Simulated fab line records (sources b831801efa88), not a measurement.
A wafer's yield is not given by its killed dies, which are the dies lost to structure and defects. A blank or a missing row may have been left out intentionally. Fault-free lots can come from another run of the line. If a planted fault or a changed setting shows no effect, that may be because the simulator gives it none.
fab line records	flow sfqLine
record lots=5	wafers=23
route steps=325 shown JJ@193 M5@198 R5@218 I5@230 C5@240 M6@252 I6@271
startH: hours from the record's first day to the start of the lot's first wafer shown	waitH: hours elapsed since this lot's preceding step	" repeats the value in the row above	L1.1+2: one row covering several wafers at once	- no value present, or no start provided	* or withheld: withheld	< > ~ a bound
route shown NAME@n: NAME is a module with steps in the file, n the number in the route of the first one	usual: average and standard deviation across the fault-free wafers	same: alike in all rows	chamber/n: place in a boat	sites: readings site by site	_std_site: standard deviation across them	_edge_site: inner sites' mean taken away from outer sites' mean	radiusMm: how far each site lies from the wafer's centre	mask NAME#n: copy n	behind: the tool/chamber that last shaped the wafer	hold: what put the lot on hold/how long, in hours/how the hold closed	device: the transistor (n, p or np) that didn't switch	end of line: the route-end tests of the same wafers	a step with no rows: only its recipe	killed: not the wafer's yield, but the dies lost to structure and defects at the first sort	map: the dies of a wafer, with x for killed, . for not killed, _ for no die there
set.NAME: the setting as run; set.NAME@STEP: as run at that earlier step	model.NAME: the simulator's own value behind a step, which no gauge read
lots run with intentionally changed settings; tables by step, rows by wafer
## steps
# step SFQ_TRILAYER_JJ_CE_BARC_OPEN_RIE_150
# recipe maskMaterial=PR	chemistry=O2	targetDepthNm=240	target=BARC	icpW=600	biasW=80	pressureMtorr=10	timeS=80
lot.wafer	tool	chamber	startH	waitH	set.biasW	set.resistThkNm@TRILAYER_JJ_CE_LITHO_COAT_119	model.etch.depthNm
L075.1+4	rieMetal-01	1,0	1296.56	1.0	80	62	-
L075.2	"	0	"	"	76.25	62	-
L075.3	"	1	"	"	80	62	61.86
L075.5	"	0	"	"	76.25	62	61.98
L076.1+2	rieMetal-01	0,1	1301.36	1.0	80	65.53	-
L076.4	"	0	"	"	80	65.53	65.5
L076.5+6	"	1,0	"	"	80	62	-
L077.1	rieMetal-03	0	1325.16	1.0	88.81	59.66	-
L077.2	"	1	"	"	88.81	59.66	59.56
L077.3	"	0	"	"	88.81	62	61.9
L077.4+5	"	1,0	"	"	80	62	-
L082.2	rieMetal-02	0	1401.50	0.8	80	62.97	-
L082.3	"	0	"	"	73.69	62	-
L082.4	"	1	"	"	80	62	-
L082.5	"	0	"	"	80	62.97	63.13
L082.6	"	1	"	"	73.69	62	62.1
L083.2	rieMetal-03	0	1403.90	0.8	80	62	61.54
L083.3	"	0	"	"	80	62	61.66
L083.6	"	1	"	"	80	62	61.61
# step SFQ_TRILAYER_M5_LITHO_COAT_128
# recipe resist=BARC	spinRpm=3000	resistThkNm=62
lot.wafer	tool	chamber	startH	waitH	set.resistThkNm	model.BARC_of_TRILAYER_M5_LITHO_COAT_128.thkNm
L075.1	lithoTrack-03	0	1298.08	0.0	62	61.98
L075.2	"	0	"	"	62.95	63.11
L075.3	"	0	"	"	62	62.12
L075.4	"	0	"	"	62.95	62.97
L075.5	"	0	"	"	62	62.08
L076.1	lithoTrack-01	0	1302.84	0.0	62	62.02
L076.2	"	0	"	"	65.55	65.57
L076.4	"	0	"	"	65.55	65.63
L076.5	"	0	"	"	62	62.15
L076.6	"	0	"	"	62	61.96
L077.1	lithoTrack-01	0	1326.64	0.0	65.31	65.59
L077.2	"	0	"	"	65.31	65.75
L077.3	"	0	"	"	62	62.03
L077.4	"	0	"	"	65.31	65.44
L077.5	"	0	"	"	62	62.18
L082.2	lithoTrack-03	0	1403.03	0.1	64.34	64.52
L082.3	"	0	"	"	62	62.07
L082.4	"	0	"	"	64.34	64.39
L082.5	"	0	"	"	62	62.23
L082.6	"	0	"	"	62	62.18
L083.2	lithoTrack-02	0	1405.43	0.1	62	61.74
L083.3	"	0	"	"	62	61.96
L083.6	"	0	"	"	62	61.98
# step SFQ_TRILAYER_M5_LITHO_COAT_123
# recipe resist=KrF	spinRpm=3000	resistThkNm=600
# step SFQ_TRILAYER_M5_LITHO_SOFTBAKE_127
# recipe tempC=withheld	timeS=withheld	resist=KrF
# step SFQ_TRILAYER_M5_LITHO_DEVELOP_125
# recipe timeS=60	resist=KrF
# step SFQ_TRILAYER_M5_BARC_OPEN_METAL_ETCH_161
# recipe maskMaterial=PR	chemistry=O2	targetDepthNm=125	target=BARC	icpW=600	biasW=80	pressureMtorr=10	timeS=41.7
lot.wafer	tool	chamber	startH	waitH	set.resistThkNm@TRILAYER_JJ_CE_LITHO_COAT_119	set.biasW@TRILAYER_JJ_CE_BARC_OPEN_RIE_150	model.etch.depthNm
L075.1+4	rieMetal-02	0	1300.61	0.0	62	80	-
L075.2	"	1	"	"	62	76.25	-
L075.3	"	1	"	"	62	80	62.12
L075.5	"	1	"	"	62	76.25	62.08
L076.1+2	rieMetal-02	0,1	1316.64	0.0	65.53	80	-
L076.4	"	0	"	"	65.53	80	65.63
L076.5+6	"	0,1	"	"	62	80	-
L077.1	rieMetal-02	1	1430.43	0.0	59.66	88.81	-
L077.2	"	0	"	"	59.66	88.81	65.75
L077.3	"	0	"	"	62	88.81	62.03
L077.4+5	"	1	"	"	62	80	-
L082.2	rieMetal-02	1	1513.63	0.0	62.97	80	-
L082.3	"	0	"	"	62	73.69	-
L082.4	"	1	"	"	62	80	-
L082.5	"	1	"	"	62.97	80	62.23
L082.6	"	0	"	"	62	73.69	62.18
L083.2	rieMetal-02	0	1517.23	0.0	62	80	61.74
L083.3	"	0	"	"	62	80	61.96
L083.6	"	0	"	"	62	80	61.98
# step SFQ_TRILAYER_R5_LITHO_COAT_136
# recipe resist=KrF	spinRpm=3000	resistThkNm=600
lot.wafer	tool	chamber	startH	waitH	set.resistThkNm	model.KrF_of_TRILAYER_R5_LITHO_COAT_136.thkNm
L075.1	lithoTrack-04	0	1306.57	0.2	600	603.4
L075.2	"	0	"	"	625.1	625.3
L075.3	"	0	"	"	625.1	626.6
L075.4	"	0	"	"	600	602.2
L075.5	"	0	"	"	600	601.3
L076.1	lithoTrack-04	0	1330.06	0.2	600	596.6
L076.2	"	0	"	"	567	565.6
L076.4	"	0	"	"	567	564.9
L076.5	"	0	"	"	567	565.2
L076.6	"	0	"	"	600	596.2
L077.1	lithoTrack-03	0	1436.60	0.2	600	599
L077.2	"	0	"	"	571.1	567.3
L077.3	"	0	"	"	600	598.3
L077.4	"	0	"	"	600	597.5
L077.5	"	0	"	"	571.1	568.2
L082.2	lithoTrack-04	0	1519.62	0.2	600	601.7
L082.3	"	0	"	"	630.9	634.6
L082.4	"	0	"	"	600	601.1
L082.5	"	0	"	"	630.9	633.8
L082.6	"	0	"	"	600	600.6
L083.2	lithoTrack-03	0	1523.18	0.2	600	601.5
L083.3	"	0	"	"	600	600.3
L083.6	"	0	"	"	600	602.2
# step SFQ_TRILAYER_R5_LITHO_SOFTBAKE_140
# recipe tempC=withheld	timeS=withheld	resist=KrF
# step SFQ_TRILAYER_R5_LITHO_EXPOSE_137
# recipe maskId=R5	na=0.6	sourceShape=conventional	sigmaOuter=0.65	targetCdNm=500	doseMj=14.4
# step SFQ_TRILAYER_R5_LITHO_DEVELOP_138
# recipe timeS=60	resist=KrF
# step SFQ_TRILAYER_R5_BARC_OPEN_METAL_ETCH_177
# recipe maskMaterial=PR	chemistry=O2	targetDepthNm=125	target=BARC	icpW=600	biasW=80	pressureMtorr=10	timeS=41.7
lot.wafer	tool	chamber	startH	waitH	set.resistThkNm@TRILAYER_R5_LITHO_COAT_136	model.KrF_of_TRILAYER_R5_LITHO_COAT_136.thkNm
L075.1	rieMetal-03	1	1401.33	0.0	600	527
L075.2	"	0	"	"	625.1	547.5
L075.3	"	1	"	"	625.1	550.3
L075.4	"	0	"	"	600	524.7
L075.5	"	0	"	"	600	523.7
L076.1	rieMetal-04	0	1402.53	0.0	600	520
L076.2	"	1	"	"	567	488.3
L076.4	"	1	"	"	567	487.8
L076.5	"	0	"	"	567	488.7
L076.6	"	1	"	"	600	519.5
L077.1	rieMetal-03	1	1450.48	0.0	600	522.6
L077.2	"	0	"	"	571.1	489.9
L077.3	"	1	"	"	600	521.8
L077.4	"	0	"	"	600	520.2
L077.5	"	0	"	"	571.1	491.1
L082.2	rieMetal-04	0	1615.75	0.0	600	525.1
L082.3	"	0	"	"	630.9	558.5
L082.4	"	0	"	"	600	524.7
L082.5	"	0	"	"	630.9	557.9
L082.6	"	0	"	"	600	524.3
L083.2	rieMetal-04	1	1619.33	0.0	600	525
L083.3	"	1	"	"	600	523.9
L083.6	"	1	"	"	600	525.5
# step SFQ_TRILAYER_I5_LITHO_COAT_144
# recipe resist=KrF	spinRpm=3000	resistThkNm=650
lot.wafer	tool	chamber	startH	waitH	set.spinRpm	model.KrF_of_TRILAYER_I5_LITHO_COAT_144.thkNm
L075.1	lithoTrack-04	0	1402.55	0.2	3000	649.4
L075.2	"	0	"	"	2876	665.1
L075.3	"	0	"	"	2876	664.6
L075.4	"	0	"	"	3000	650
L075.5	"	0	"	"	2876	662.6
L076.1	lithoTrack-01	0	1403.75	0.2	3200	630
L076.2	"	0	"	"	3000	651.8
L076.4	"	0	"	"	3000	653.5
L076.5	"	0	"	"	3200	630.6
L076.6	"	0	"	"	3000	652.1
L077.1	lithoTrack-01	0	1451.70	0.2	3180	632.1
L077.2	"	0	"	"	3000	652.8
L077.3	"	0	"	"	3000	649.9
L077.4	"	0	"	"	3000	652.1
L077.5	"	0	"	"	3180	631.3
L082.2	lithoTrack-04	0	1617.72	0.2	2941	655.5
L082.3	"	0	"	"	3000	648
L082.4	"	0	"	"	3000	649.4
L082.5	"	0	"	"	2941	655.1
L082.6	"	0	"	"	3000	648.4
L083.2	lithoTrack-01	0	1620.60	0.2	3000	645.6
L083.3	"	0	"	"	3000	646
L083.6	"	0	"	"	3000	645.3
# step SFQ_TRILAYER_I5_LITHO_SOFTBAKE_148
# recipe tempC=withheld	timeS=withheld	resist=KrF
# step SFQ_TRILAYER_I5_LITHO_EXPOSE_145
# recipe maskId=I5	na=0.6	sourceShape=conventional	sigmaOuter=0.65	targetCdNm=700	doseMj=21.3
# step SFQ_TRILAYER_I5_LITHO_DEVELOP_146
# recipe timeS=60	resist=KrF
# step SFQ_TRILAYER_I5_BARC_OPEN_VIA_ETCH_200
# recipe maskMaterial=PR	chemistry=O2	targetDepthNm=125	target=BARC	sourceW=500	biasW=80	pressureMtorr=30	timeS=41.7
lot.wafer	tool	chamber	startH	waitH	set.spinRpm@TRILAYER_I5_LITHO_COAT_144	model.KrF_of_TRILAYER_I5_LITHO_COAT_144.thkNm
L075.1	rieDiel-02	3	1512.43	0.0	3000	571.4
L075.2	"	0	"	"	2876	587
L075.3	"	2	"	"	2876	586.4
L075.4	"	1	"	"	3000	571.8
L075.5	"	1	"	"	2876	584
L076.1+5	rieDiel-03	2,0	1516.03	0.0	3200	553.3
L076.2	"	1	"	"	3000	575.2
L076.4	"	1	"	"	3000	576.8
L076.6	"	2	"	"	3000	574.9
L077.1	rieDiel-02	3	1560.53	0.0	3180	554.7
L077.2	"	2	"	"	3000	574.3
L077.3	"	0	"	"	3000	572.2
L077.4	"	1	"	"	3000	574.5
L077.5	"	0	"	"	3180	553.9
L082.2	rieDiel-03	3	1694.28	0.0	2941	580
L082.3	"	2	"	"	3000	571.6
L082.4	"	1	"	"	3000	573.2
L082.5	"	1	"	"	2941	578.5
L082.6	"	2	"	"	3000	571.8
L083.2	rieDiel-02	2	1697.88	0.0	3000	567
L083.3	"	0	"	"	3000	568.1
L083.6	"	0	"	"	3000	567.4
# step SFQ_TRILAYER_I5_ETCH_VIA_ETCH_147
# recipe stopOn=Nb	maskMaterial=PR	chemistry=CHF3	targetDepthNm=360	sourceW=500	biasW=80	pressureMtorr=30	timeS=withheld
lot.wafer	tool	chamber	startH	waitH	set.sourceW	model.I5.featureDepthNm
L075.1	rieDiel-02	3	1512.47	0.0	515.4	359.6
L075.2+4+5	"	0,1,1	"	"	500	360
L075.3	"	2	"	"	515.4	360
L076.1	rieDiel-03	2	1516.07	0.0	500	351.9
L076.2+5	"	1,0	"	"	543.5	360
L076.4	"	1	"	"	500	353.1
L076.6	"	2	"	"	500	355.3
L077.1+2+3+4+5	rieDiel-02	3,2,0,1,0	1560.57	0.0	500	360
L082.2	rieDiel-03	3	1694.32	0.0	500	351.5
L082.3	"	2	"	"	447.5	344.1
L082.4	"	1	"	"	500	355
L082.5	"	1	"	"	500	355.3
L082.6	"	2	"	"	447.5	342.5
L083.2+3+6	rieDiel-02	2,0,0	1697.92	0.0	500	360
# step SFQ_TRILAYER_C5_LITHO_COAT_156
# recipe resist=BARC	spinRpm=3000	resistThkNm=62
lot.wafer	tool	chamber	startH	waitH	set.resistThkNm	model.BARC_of_TRILAYER_C5_LITHO_COAT_156.thkNm
L075.1	lithoTrack-04	0	1513.41	0.0	63.67	63.65
L075.2	"	0	"	"	63.67	63.53
L075.3	"	0	"	"	62	61.9
L075.4	"	0	"	"	62	61.88
L075.5	"	0	"	"	63.67	63.38
L076.1	lithoTrack-04	0	1517.00	0.0	60.09	60.11
L076.2	"	0	"	"	60.09	60.07
L076.4	"	0	"	"	62	61.96
L076.5	"	0	"	"	60.09	60.15
L076.6	"	0	"	"	62	62.3
L077.1	lithoTrack-03	0	1561.51	0.0	58.98	59.14
L077.2	"	0	"	"	62	62.18
L077.3	"	0	"	"	58.98	59.22
L077.4	"	0	"	"	62	62.26
L077.5	"	0	"	"	62	62.07
L082.2	lithoTrack-02	0	1695.32	0.1	62	62.1
L082.3	"	0	"	"	65.05	65.02
L082.4	"	0	"	"	65.05	65.08
L082.5	"	0	"	"	62	62
L082.6	"	0	"	"	62	61.87
L083.2	lithoTrack-03	0	1699.17	0.3	62	62.09
L083.3	"	0	"	"	62	62.05
L083.6	"	0	"	"	62	62.15
# step SFQ_TRILAYER_C5_LITHO_COAT_151
# recipe resist=KrF	spinRpm=3000	resistThkNm=662.3
# step SFQ_TRILAYER_C5_LITHO_SOFTBAKE_155
# recipe tempC=withheld	timeS=withheld	resist=KrF
# step SFQ_TRILAYER_C5_LITHO_DEVELOP_153
# recipe timeS=60	resist=KrF
# step SFQ_TRILAYER_C5_BARC_OPEN_VIA_ETCH_210
# recipe maskMaterial=PR	chemistry=O2	targetDepthNm=125	target=BARC	sourceW=500	biasW=80	pressureMtorr=30	timeS=41.7
# usual oesProductAu=0.685/0.0047
lot.wafer	tool	chamber	startH	waitH	set.resistThkNm@TRILAYER_C5_LITHO_COAT_156	oesProductAu	model.etch.depthNm
L075.1	rieDiel-02	0	1539.21	0.0	63.67	0.702	-
L075.2	"	1	"	"	63.67	0.696	-
L075.3	"	2	"	"	62	0.688	61.9
L075.4	"	0	"	"	62	0.678	-
L075.5	"	2	"	"	63.67	0.695	63.38
L076.1	rieDiel-01	1	1541.61	0.0	60.09	0.670	-
L076.2	"	0	"	"	60.09	0.678	-
L076.4	"	3	"	"	62	0.682	61.96
L076.5	"	1	"	"	60.09	0.675	-
L076.6	"	0	"	"	62	0.680	-
L077.1	rieDiel-01	1	1581.21	0.0	58.98	0.669	-
L077.2	"	2	"	"	62	0.688	62.18
L077.3	"	0	"	"	58.98	0.675	59.22
L077.4	"	0	"	"	62	0.684	-
L077.5	"	1	"	"	62	0.691	-
L082.2	rieDiel-01	0	1751.80	0.0	62	0.683	-
L082.3	"	1	"	"	65.05	0.701	-
L082.4	"	3	"	"	65.05	0.706	-
L082.5	"	2	"	"	62	0.672	62
L082.6	"	3	"	"	62	0.688	61.87
L083.2	rieDiel-01	1	1762.60	0.0	62	0.689	62.09
L083.3	"	2	"	"	62	0.689	62.05
L083.6	"	2	"	"	62	0.691	62.15
# step SFQ_TRILAYER_M6_DEP_SPUTTER_157
# recipe material=Nb	basePressurePa=1.33e-06	chamberPressurePa=0.1333	substrateTempC=20	targetThkNm=200	powerW=2000	timeS=133.3
lot.wafer	tool	chamber	startH	waitH	set.powerW	model.Nb_of_TRILAYER_M6_DEP_SPUTTER_157.thkNm
L075.1	pvdSputter-04	-	1540.12	0.0	2000	201.4
L075.2	"	-	"	"	2000	198.7
L075.3	"	-	"	"	2000	200
L075.4	"	-	"	"	2000	199.1
L075.5	"	-	"	"	2000	199.9
L076.1	pvdSputter-04	-	1542.52	0.0	2192	217.6
L076.2	"	-	"	"	2192	219.1
L076.4	"	-	"	"	2000	200.4
L076.5	"	-	"	"	2000	200.3
L076.6	"	-	"	"	2000	200.6
L077.1	pvdSputter-05	-	1582.10	0.0	2166	216.4
L077.2	"	-	"	"	2000	201.6
L077.3	"	-	"	"	2000	203
L077.4	"	-	"	"	2166	216.6
L077.5	"	-	"	"	2166	216.3
L082.2	pvdSputter-04	-	1752.69	0.0	2138	213.2
L082.3	"	-	"	"	2138	214.2
L082.4	"	-	"	"	2000	197.7
L082.5	"	-	"	"	2000	199.9
L082.6	"	-	"	"	2000	199.7
L083.2	pvdSputter-04	-	1763.49	0.0	2000	193.5
L083.3	"	-	"	"	2000	197.8
L083.6	"	-	"	"	2000	195.9
# step SFQ_M6_RS_MEAS_938
# recipe thkMeasGauge=four-point-probe	reads=Nb_of_TRILAYER_M6_DEP_SPUTTER_157
# usual M6_NB_RS=0.891/0.011
lot.wafer	tool	chamber	startH	waitH	set.powerW@TRILAYER_M6_DEP_SPUTTER_157	M6_NB_RS[ohm/sq]
L075.1	filmMetro-03	-	1540.21	0.0	2000	0.883
L075.2	"	-	"	"	2000	0.895
L075.3	"	-	"	"	2000	0.890
L075.4	"	-	"	"	2000	0.893
L075.5	"	-	"	"	2000	0.890
L076.1	filmMetro-02	-	1542.70	0.1	2192	0.816
L076.2	"	-	"	"	2192	0.812
L076.4	"	-	"	"	2000	0.888
L076.5	"	-	"	"	2000	0.888
L076.6	"	-	"	"	2000	0.887
L077.1	filmMetro-02	-	1582.19	0.0	2166	0.821
L077.2	"	-	"	"	2000	0.883
L077.3	"	-	"	"	2000	0.874
L077.4	"	-	"	"	2166	0.820
L077.5	"	-	"	"	2166	0.822
L082.2	filmMetro-02	-	1752.80	0.1	2138	0.834
L082.3	"	-	"	"	2138	0.829
L082.4	"	-	"	"	2000	0.899
L082.5	"	-	"	"	2000	0.889
L082.6	"	-	"	"	2000	0.891
L083.2	filmMetro-01	-	1763.60	0.1	2000	0.922
L083.3	"	-	"	"	2000	0.902
L083.6	"	-	"	"	2000	0.911
# step SFQ_TRILAYER_M6_LITHO_COAT_159
# recipe resist=KrF	spinRpm=3000	resistThkNm=600
lot.wafer	tool	chamber	startH	waitH	set.spinRpm	model.KrF_of_TRILAYER_M6_LITHO_COAT_159.thkNm
L075.1	lithoTrack-02	0	1540.69	0.2	3000	599.5
L075.2	"	0	"	"	3069	593.7
L075.3	"	0	"	"	3069	592
L075.4	"	0	"	"	3069	592.8
L075.5	"	0	"	"	3000	599.6
L076.1+2	lithoTrack-01	0	1543.18	0.2	3000	-
L076.4	"	0	"	"	3000	599.6
L076.5	"	0	"	"	3000	599.9
L076.6	"	0	"	"	3000	599.1
L077.1+4	lithoTrack-01	0	1582.67	0.2	3146	-
L077.2	"	0	"	"	3000	601.7
L077.3	"	0	"	"	3000	600.4
L077.5	"	0	"	"	3000	-
L082.2	lithoTrack-01	0	1753.31	0.2	2802	-
L082.3	"	0	"	"	3000	-
L082.4	"	0	"	"	2802	619.7
L082.5	"	0	"	"	3000	600.7
L082.6	"	0	"	"	2802	617.6
L083.2	lithoTrack-02	0	1764.11	0.2	3000	598.7
L083.3	"	0	"	"	3000	600.3
L083.6	"	0	"	"	3000	599.1
# step SFQ_TRILAYER_M6_LITHO_SOFTBAKE_163
# recipe tempC=withheld	timeS=withheld	resist=KrF
# step SFQ_TRILAYER_M6_LITHO_EXPOSE_160
# recipe maskId=M6	na=0.6	sourceShape=conventional	sigmaOuter=0.65	targetCdNm=500	doseMj=14.4
# step SFQ_TRILAYER_M6_LITHO_DEVELOP_161
# recipe timeS=60	resist=KrF
# step SFQ_TRILAYER_M6_BARC_OPEN_METAL_ETCH_206
# recipe maskMaterial=PR	chemistry=O2	targetDepthNm=125	target=BARC	icpW=600	biasW=80	pressureMtorr=10	timeS=41.7
lot.wafer	tool	chamber	startH	waitH	set.spinRpm@TRILAYER_M6_LITHO_COAT_159	model.KrF_of_TRILAYER_M6_LITHO_COAT_159.thkNm
L075.1	rieMetal-02	0	1556.01	0.0	3000	522.3
L075.2	"	1	"	"	3069	516.2
L075.3	"	0	"	"	3069	514.8
L075.4	"	1	"	"	3069	515.4
L075.5	"	1	"	"	3000	522
L076.1+2	rieMetal-03	0,1	1558.41	0.0	3000	-
L076.4	"	0	"	"	3000	521.9
L076.5	"	0	"	"	3000	521.6
L076.6	"	1	"	"	3000	522.7
L077.1+4	rieMetal-03	0,1	1607.56	0.0	3146	-
L077.2	"	1	"	"	3000	524.4
L077.3	"	0	"	"	3000	521.8
L077.5	"	1	"	"	3000	-
L082.2	rieMetal-03	1	1755.37	0.0	2802	-
L082.3	"	0	"	"	3000	-
L082.4	"	1	"	"	2802	543.6
L082.5	"	1	"	"	3000	524.8
L082.6	"	0	"	"	2802	539
L083.2	rieMetal-03	1	1767.19	0.0	3000	522.2
L083.3	"	1	"	"	3000	523.9
L083.6	"	1	"	"	3000	522.7
# step SFQ_TRILAYER_I6_VIA_LITHO_COAT_169
# recipe resist=KrF	spinRpm=3000	resistThkNm=650
lot.wafer	tool	chamber	startH	waitH	set.resistThkNm	model.KrF_of_TRILAYER_I6_VIA_LITHO_COAT_169.thkNm
L075.1	lithoTrack-04	0	1562.45	0.2	621.5	619
L075.2	"	0	"	"	621.5	620.5
L075.3	"	0	"	"	650	646.5
L075.4	"	0	"	"	621.5	618.7
L075.5	"	0	"	"	650	645.9
L076.1	lithoTrack-03	0	1564.07	0.2	650	650
L076.2	"	0	"	"	650	648.6
L076.4	"	0	"	"	650	650.7
L076.5	"	0	"	"	650	649.7
L076.6	"	0	"	"	650	648.9
L077.1	lithoTrack-04	0	1632.87	0.2	629.1	626.3
L077.2	"	0	"	"	629.1	629.8
L077.3	"	0	"	"	650	650.5
L077.4	"	0	"	"	629.1	629.2
L077.5	"	0	"	"	650	649.8
L082.2	lithoTrack-04	0	1761.08	0.2	650	652.5
L082.3	"	0	"	"	676.2	677.3
L082.4	"	0	"	"	650	652.3
L082.5	"	0	"	"	650	650.8
L082.6	"	0	"	"	676.2	679.3
L083.2	lithoTrack-04	0	1772.90	0.2	650	651.3
L083.3	"	0	"	"	650	650.6
L083.6	"	0	"	"	650	651.2
## key
split step=SFQ_TRILAYER_JJ_CE_BARC_OPEN_RIE_150	setting=biasW	stated=80	by=wafer
response step=SFQ_TRILAYER_M5_BARC_OPEN_METAL_ETCH_161	reading=model.etch.depthNm	slope=+0.145	per=1%	togetherWith=resistThkNm@TRILAYER_JJ_CE_LITHO_COAT_119	explained=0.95
split step=SFQ_TRILAYER_M5_LITHO_COAT_128	setting=resistThkNm	stated=62	by=wafer
response step=SFQ_TRILAYER_M5_LITHO_COAT_128	reading=model.BARC_of_TRILAYER_M5_LITHO_COAT_128.thkNm	change=+0.631	per=1%	r=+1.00
split step=SFQ_TRILAYER_R5_LITHO_COAT_136	setting=resistThkNm	stated=600	by=wafer
response step=SFQ_TRILAYER_R5_LITHO_COAT_136	reading=model.KrF_of_TRILAYER_R5_LITHO_COAT_136.thkNm	change=+6.03	per=1%	r=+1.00
response step=SFQ_TRILAYER_R5_BARC_OPEN_METAL_ETCH_177	reading=model.KrF_of_TRILAYER_R5_LITHO_COAT_136.thkNm	change=+6.1	per=1%	r=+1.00
split step=SFQ_TRILAYER_I5_LITHO_COAT_144	setting=spinRpm	stated=3000	by=wafer
response step=SFQ_TRILAYER_I5_LITHO_COAT_144	reading=model.KrF_of_TRILAYER_I5_LITHO_COAT_144.thkNm	change=-3.35	per=1%	r=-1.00
response step=SFQ_TRILAYER_I5_BARC_OPEN_VIA_ETCH_200	reading=model.KrF_of_TRILAYER_I5_LITHO_COAT_144.thkNm	change=-3.33	per=1%	r=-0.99
split step=SFQ_TRILAYER_I5_ETCH_VIA_ETCH_147	setting=sourceW	stated=500	by=wafer
response step=SFQ_TRILAYER_I5_ETCH_VIA_ETCH_147	reading=model.I5.featureDepthNm	change=+0.861	per=1%	r=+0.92
split step=SFQ_TRILAYER_C5_LITHO_COAT_156	setting=resistThkNm	stated=62	by=wafer
response step=SFQ_TRILAYER_C5_LITHO_COAT_156	reading=model.BARC_of_TRILAYER_C5_LITHO_COAT_156.thkNm	change=+0.622	per=1%	r=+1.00
response step=SFQ_TRILAYER_C5_BARC_OPEN_VIA_ETCH_210	reading=oesProductAu	change=+0.00386	per=1%	r=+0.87
response step=SFQ_TRILAYER_C5_BARC_OPEN_VIA_ETCH_210	reading=model.etch.depthNm	change=+0.595	per=1%	r=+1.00
split step=SFQ_TRILAYER_M6_DEP_SPUTTER_157	setting=powerW	stated=2000	by=wafer
response step=SFQ_TRILAYER_M6_DEP_SPUTTER_157	reading=model.Nb_of_TRILAYER_M6_DEP_SPUTTER_157.thkNm	change=+1.87	per=1%	r=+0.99
response step=SFQ_M6_RS_MEAS_938	reading=M6_NB_RS	change=-0.00771	per=1%	r=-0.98
split step=SFQ_TRILAYER_M6_LITHO_COAT_159	setting=spinRpm	stated=3000	by=wafer
response step=SFQ_TRILAYER_M6_LITHO_COAT_159	reading=model.KrF_of_TRILAYER_M6_LITHO_COAT_159.thkNm	change=-2.75	per=1%	r=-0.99
response step=SFQ_TRILAYER_M6_BARC_OPEN_METAL_ETCH_206	reading=model.KrF_of_TRILAYER_M6_LITHO_COAT_159.thkNm	change=-2.57	per=1%	r=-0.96
split step=SFQ_TRILAYER_I6_VIA_LITHO_COAT_169	setting=resistThkNm	stated=650	by=wafer
response step=SFQ_TRILAYER_I6_VIA_LITHO_COAT_169	reading=model.KrF_of_TRILAYER_I6_VIA_LITHO_COAT_169.thkNm	change=+6.41	per=1%	r=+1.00
split outsideThisFile step=SFQ_TRILAYER_JJ_CE_LITHO_COAT_119 setting=resistThkNm
# split outsideThisFile: this setting was split too, and the file shows its column; the key of that split is in another file
